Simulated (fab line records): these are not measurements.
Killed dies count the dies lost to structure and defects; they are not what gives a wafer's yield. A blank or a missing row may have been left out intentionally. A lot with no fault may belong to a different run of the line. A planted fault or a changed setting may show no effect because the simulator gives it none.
Which tool is to blame? / flow gf180mcu / 12 lots, 36 wafers sampled, at 4 steps of a route of 602

WHAT EACH GAUGE READ, for each wafer
GF_V1_RS_MEAS_24: a four-point-probe measurement.
lot=L488; measured=day 18 10:38; on=film-metro-04; V1_W_RS (ohm/sq)=0.327 0.330 0.330
lot=L489; measured=day 19 02:13; on=film-metro-01; V1_W_RS (ohm/sq)=0.325 0.331 0.327
lot=L492; measured=day 20 04:53; on=film-metro-04; V1_W_RS (ohm/sq)=0.327 0.328 0.326
lot=L493; measured=day 20 10:58; on=film-metro-04; V1_W_RS (ohm/sq)=0.327 0.322 0.327
lot=L494; measured=day 20 21:35; on=film-metro-01; V1_W_RS (ohm/sq)=0.331 0.331 0.328
lot=L497; measured=day 22 01:22; on=film-metro-02; V1_W_RS (ohm/sq)=0.322 0.322 0.326
lot=L499; measured=day 22 18:50; on=film-metro-01; V1_W_RS (ohm/sq)=0.330 0.330 0.324
lot=L501; measured=day 23 08:58; on=film-metro-04; V1_W_RS (ohm/sq)=0.377 0.328 0.379
lot=L502; measured=day 23 21:22; on=film-metro-01; V1_W_RS (ohm/sq)=0.387 0.335 0.389
lot=L503; measured=day 24 02:04; on=film-metro-01; V1_W_RS (ohm/sq)=0.386 0.383 0.381
lot=L504; measured=day 24 12:27; on=film-metro-02; V1_W_RS (ohm/sq)=0.331 0.381 0.332
lot=L508; measured=day 25 09:56; on=film-metro-02; V1_W_RS (ohm/sq)=0.326 0.322 0.329

GF_V1_THK_MEAS_25: measures by xrf.
lot=L488; measured=day 18 10:45; on=film-metro-04; V1_W_THK (nm)=347 343 344
lot=L489; measured=day 19 02:19; on=film-metro-01; V1_W_THK (nm)=343 339 342
lot=L492; measured=day 20 04:59; on=film-metro-04; V1_W_THK (nm)=348 346 348
lot=L493; measured=day 20 11:04; on=film-metro-04; V1_W_THK (nm)=348 352 349
lot=L494; measured=day 20 21:43; on=film-metro-01; V1_W_THK (nm)=341 342 345
lot=L497; measured=day 22 01:29; on=film-metro-02; V1_W_THK (nm)=357 355 352
lot=L499; measured=day 22 18:58; on=film-metro-01; V1_W_THK (nm)=344 344 351
lot=L501; measured=day 23 09:05; on=film-metro-04; V1_W_THK (nm)=310 344 306
lot=L502; measured=day 23 21:28; on=film-metro-01; V1_W_THK (nm)=303 341 301
lot=L503; measured=day 24 02:11; on=film-metro-01; V1_W_THK (nm)=301 305 305
lot=L504; measured=day 24 12:33; on=film-metro-02; V1_W_THK (nm)=343 305 338
lot=L508; measured=day 25 10:02; on=film-metro-02; V1_W_THK (nm)=347 353 345

TOOL THAT RAN EACH LOT (tool first, then ch and the chambers of the sampled wafers, then the start)
lot=L488; GF_M1_SPUTTER_03=pvd-sputter-04, day 16 10:38; GF_V1_CVD_23=cvd-w-01 ch 0, day 18 10:31
lot=L489; GF_M1_SPUTTER_03=pvd-sputter-01, day 17 00:53; GF_V1_CVD_23=cvd-w-02 ch 0,1, day 19 02:05
lot=L492; GF_M1_SPUTTER_03=pvd-sputter-02, day 18 01:56; GF_V1_CVD_23=cvd-w-02 ch 0,1, day 20 04:45
lot=L493; GF_M1_SPUTTER_03=pvd-sputter-04, day 18 06:44; GF_V1_CVD_23=cvd-w-01 ch 0,1, day 20 10:52
lot=L494; GF_M1_SPUTTER_03=pvd-sputter-02, day 18 18:34; GF_V1_CVD_23=cvd-w-02 ch 0,1, day 20 21:28
lot=L497; GF_M1_SPUTTER_03=pvd-sputter-02, day 19 22:29; GF_V1_CVD_23=cvd-w-02 ch 0,1, day 22 01:14
lot=L499; GF_M1_SPUTTER_03=pvd-sputter-01, day 20 17:13; GF_V1_CVD_23=cvd-w-02 ch 0,1, day 22 18:43
lot=L501; GF_M1_SPUTTER_03=pvd-sputter-02, day 21 07:33; GF_V1_CVD_23=cvd-w-02 ch 0,1, day 23 08:51
lot=L502; GF_M1_SPUTTER_03=pvd-sputter-04, day 21 21:40; GF_V1_CVD_23=cvd-w-02 ch 0,1, day 23 21:13
lot=L503; GF_M1_SPUTTER_03=pvd-sputter-01, day 22 02:28; GF_V1_CVD_23=cvd-w-02 ch 1, day 24 01:57
lot=L504; GF_M1_SPUTTER_03=pvd-sputter-01, day 22 12:58; GF_V1_CVD_23=cvd-w-02 ch 0,1, day 24 12:20
lot=L508; GF_M1_SPUTTER_03=pvd-sputter-04, day 23 10:40; GF_V1_CVD_23=cvd-w-01 ch 0,1, day 25 09:49
- GF_M1_SPUTTER_03: material Ti, target thk 10 nm, time 6.7 s.
- GF_V1_CVD_23: deposits W, target thk 350 nm, time 105.05 s.

WHAT THE TOOLS THEMSELVES READ (means of the sampled wafers that have a number; where no wafer has one, the mark that the record gives instead)
GF_M1_SPUTTER_03.
lot=L488; tool=pvd-sputter-04; throttle-valve-pct (%)=30.6
lot=L489; tool=pvd-sputter-01; throttle-valve-pct (%)=29.9
lot=L492; tool=pvd-sputter-02; throttle-valve-pct (%)=31.9
lot=L493; tool=pvd-sputter-04; throttle-valve-pct (%)=29.1
lot=L494; tool=pvd-sputter-02; throttle-valve-pct (%)=31.1
lot=L497; tool=pvd-sputter-02; throttle-valve-pct (%)=31.0
lot=L499; tool=pvd-sputter-01; throttle-valve-pct (%)=28.1
lot=L501; tool=pvd-sputter-02; throttle-valve-pct (%)=31.6
lot=L502; tool=pvd-sputter-04; throttle-valve-pct (%)=30.3
lot=L503; tool=pvd-sputter-01; throttle-valve-pct (%)=29.8
lot=L504; tool=pvd-sputter-01; throttle-valve-pct (%)=29.1
lot=L508; tool=pvd-sputter-04; throttle-valve-pct (%)=29.3

GF_V1_CVD_23.
lot=L488; tool=cvd-w-01; chamber-pressure-Torr (Torr)=40.07; heater-power-w (W)=943
lot=L489; tool=cvd-w-02; chamber-pressure-Torr (Torr)=39.99; heater-power-w (W)=888
lot=L492; tool=cvd-w-02; chamber-pressure-Torr (Torr)=40.03; heater-power-w (W)=882
lot=L493; tool=cvd-w-01; chamber-pressure-Torr (Torr)=40.08; heater-power-w (W)=861
lot=L494; tool=cvd-w-02; chamber-pressure-Torr (Torr)=39.95; heater-power-w (W)=890
lot=L497; tool=cvd-w-02; chamber-pressure-Torr (Torr)=40.02; heater-power-w (W)=892
lot=L499; tool=cvd-w-02; chamber-pressure-Torr (Torr)=39.99; heater-power-w (W)=878
lot=L501; tool=cvd-w-02; chamber-pressure-Torr (Torr)=40.02; heater-power-w (W)=886
lot=L502; tool=cvd-w-02; chamber-pressure-Torr (Torr)=40.02; heater-power-w (W)=883
lot=L503; tool=cvd-w-02; chamber-pressure-Torr (Torr)=39.99; heater-power-w (W)=879
lot=L504; tool=cvd-w-02; chamber-pressure-Torr (Torr)=39.96; heater-power-w (W)=879
lot=L508; tool=cvd-w-01; chamber-pressure-Torr (Torr)=40.00; heater-power-w (W)=857

THE ANSWER, worked out from the rows above alone
Rule: the lots themselves supply what counts as usual. The widest of any qualifying gaps counts: lots, ordered by their means at a reading, are off when they make up no more than a third of the lots, leave a main group of 4 or more, and stand apart from it by 3 or more times the standard deviation of that group's means. Not used: any main group whose means are identical at the precision the tables above print for the reading. A lot without any number at a reading at which 4 lots or more have one is off too. The other lots that the step has rows for count as sound. First the gauges in route order, then the tools' own readings, where a lot's mean is used as printed above. At the first step where some lot is off, the reading lying furthest off is the one used; lots without a number count as furthest.
Off: L501, L502, L503, L504, seen at GF_V1_RS_MEAS_24 (V1_W_RS). For the main group the mean is 0.327 ohm/sq and the standard deviation 0.002.
If a tool, at a process step before that reading, ran all the lots that are off and no sound lot after the first of them, it fits. The gauges at GF_V1_RS_MEAS_24 are tried like those tools. One candidate fits, namely cvd-w-02 at GF_V1_CVD_23. A fault onset in the window from L499 (day 22 18:43, its last sound lot) to L501 (day 23 08:51, its first lot off) fits.

WHAT THE SIMULATOR HAD INSERTED
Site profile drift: cvd-w-02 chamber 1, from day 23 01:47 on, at GF_V1_CVD_23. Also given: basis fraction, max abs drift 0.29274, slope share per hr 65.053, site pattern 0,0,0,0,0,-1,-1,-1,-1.
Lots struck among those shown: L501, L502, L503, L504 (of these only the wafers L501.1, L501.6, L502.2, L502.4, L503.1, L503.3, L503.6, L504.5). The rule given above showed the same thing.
